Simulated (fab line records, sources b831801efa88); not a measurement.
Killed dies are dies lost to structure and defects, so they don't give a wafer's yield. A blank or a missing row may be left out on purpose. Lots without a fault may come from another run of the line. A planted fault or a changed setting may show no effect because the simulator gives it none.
One fault seen from 2 desks | flow sky130 | each desk has only its own numbers; what lay behind them comes last

THE METROLOGY DESK
What the gauges read, lot by lot, whatever tool the lot ran on: means of the sampled wafers that have a number. A lot is out of limits, marked OUT, if its mean lies more than 4 standard deviations from the usual mean; the brackets give that distance.
Columns: A = DNWELL_TW at SKY_DNWELL_TW_MEAS_09, usual 1108; B = NWELL_RS at SKY_NWELL_RS_MEAS_29, usual 624.7 ohm/sq
lot  | first seen here | A    | B
L746 | day 3 03:20     | 1103 | 626.1
L747 | day 3 10:37     | 1119 | 624.8
L748 | day 3 15:37     | 1118 | 626.0
L749 | day 3 21:32     | 1098 | 623.6
L750 | day 4 01:38     | 1108 | 625.6
L751 | day 4 08:17     | 1110 | 625.1
L752 | day 4 14:53     | 1113 | 624.7
L753 | day 4 22:46     | 1115 | 623.3
L755 | day 5 05:26     | 1102 | 622.6
L756 | day 5 10:13     | 1117 | 626.2
L759 | day 6 04:04     | 1100 | 626.4
L765 | day 7 10:00     | 1105 | 623.8
L766 | day 7 15:51     | 1114 | 624.0
L767 | day 7 23:08     | 1102 | 623.6
This desk's finding: nothing out of limits on any of the 14 lots.

THE TOOL OWNER'S DESK: iline_stepper-02
The tool's own readings at SKY_VT_ADJUST_LVTN_EXPOSE_04 (exposes mask NWM COMPLEMENT LESS NATIVE, target cd 840 nm): means of the sampled wafers that have a number, for each lot that ran on this tool. A lot is out of limits, marked OUT, if its mean lies more than 4 standard deviations from the usual mean; the brackets give that distance.
Columns: A = exposure_dose_mJ_cm2 at SKY_VT_ADJUST_LVTN_EXPOSE_04, usual 193.96; B = focus_offset_nm at SKY_VT_ADJUST_LVTN_EXPOSE_04, usual -0.1 nm
lot  | first seen here | A      | B
L747 | day 6 17:10     | 194.05 | 0.6
L750 | day 7 10:52     | 193.93 | 0.8
L751 | day 7 20:26     | 193.96 | -0.8
L753 | day 8 12:38     | 193.95 | -0.2
L755 | day 8 21:11     | 194.10 | -0.6
L756 | day 9 03:58     | 193.74 | 0.6
L759 | day 10 00:41    | 194.09 | 0.3
This desk's finding: nothing out of limits on any of the 7 lots.

PUT TOGETHER
The metrology desk saw nothing out of limits.
The tool owner's desk saw nothing out of limits.

WHAT THE SIMULATOR HAD PUT IN
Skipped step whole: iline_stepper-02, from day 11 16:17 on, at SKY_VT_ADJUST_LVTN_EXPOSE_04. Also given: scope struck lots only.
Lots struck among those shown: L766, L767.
